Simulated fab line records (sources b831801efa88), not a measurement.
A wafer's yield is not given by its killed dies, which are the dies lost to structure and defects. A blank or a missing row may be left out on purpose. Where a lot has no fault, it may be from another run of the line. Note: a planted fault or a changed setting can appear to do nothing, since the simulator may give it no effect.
Chamber matching + flow sky130 + 3 sister chambers for SKY_CAPM_CVD_00 on pecvd-02
The step deposits SiO2, target thk 15.5 nm. 6 wafers are shown with their chamber, then 8 later ones without.

WAFERS, EACH WITH ITS CHAMBER
| wafer  | chamber | heater_power_w (W) | susceptor_temp_C (C) |
|--------|---------|--------------------|----------------------|
| L080.6 | 1       | 660                | 400.32               |
| L085.3 | 1       | 734                | 400.28               |
| L086.2 | 0       | 528                | 399.88               |
| L086.3 | 2       | 642                | 399.93               |
| L086.4 | 2       | 647                | 399.85               |
| L091.2 | 0       | 531                | 399.91               |

WAFERS MISSING THEIR CHAMBER
| wafer  | heater_power_w (W) | susceptor_temp_C (C) |
|--------|--------------------|----------------------|
| L091.5 | 548                | 399.49               |
| L091.6 | 667                | 400.57               |
| L092.2 | 534                | 399.66               |
| L092.3 | 620                | 399.68               |
| L092.4 | 530                | 400.04               |
| L094.1 | 661                | 400.28               |
| L094.4 | 669                | 400.52               |
| L094.5 | 550                | 400.14               |

CHAMBER TAKEN BY EACH
| wafer  | from the rows above          | in truth                   |
|--------|------------------------------|----------------------------|
| L091.5 | can't be placed: 0 or 2      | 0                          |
| L091.6 | 1                            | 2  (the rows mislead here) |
| L092.2 | can't be placed: 0 or 2      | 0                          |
| L092.3 | can't be placed: 2 or 0      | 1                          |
| L092.4 | can't be placed: 0 or 2      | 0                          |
| L094.1 | 1                            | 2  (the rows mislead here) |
| L094.4 | 1                            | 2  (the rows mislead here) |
| L094.5 | can't be placed: 1 or 0 or 2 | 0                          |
Correct placement for 0 of the 8. These rows do not allow placing 5 (true chamber among the candidates in 4). Number placed wrongly: 3.
How it was worked out, from the rows above alone: a wafer's distance from a chamber is the root of the sum, over the readings, of the square of ((its reading less the chamber's mean) divided by the reading's scatter). If the next closest chamber is less than 2 further off than the closest, the wafer can't be placed; otherwise it belongs to the closest. A chamber's mean is the mean of its shown wafers. The scatter: the root of (the sum of the squares of (reading less its chamber's mean) over the shown wafers, divided by (wafers less chambers)).
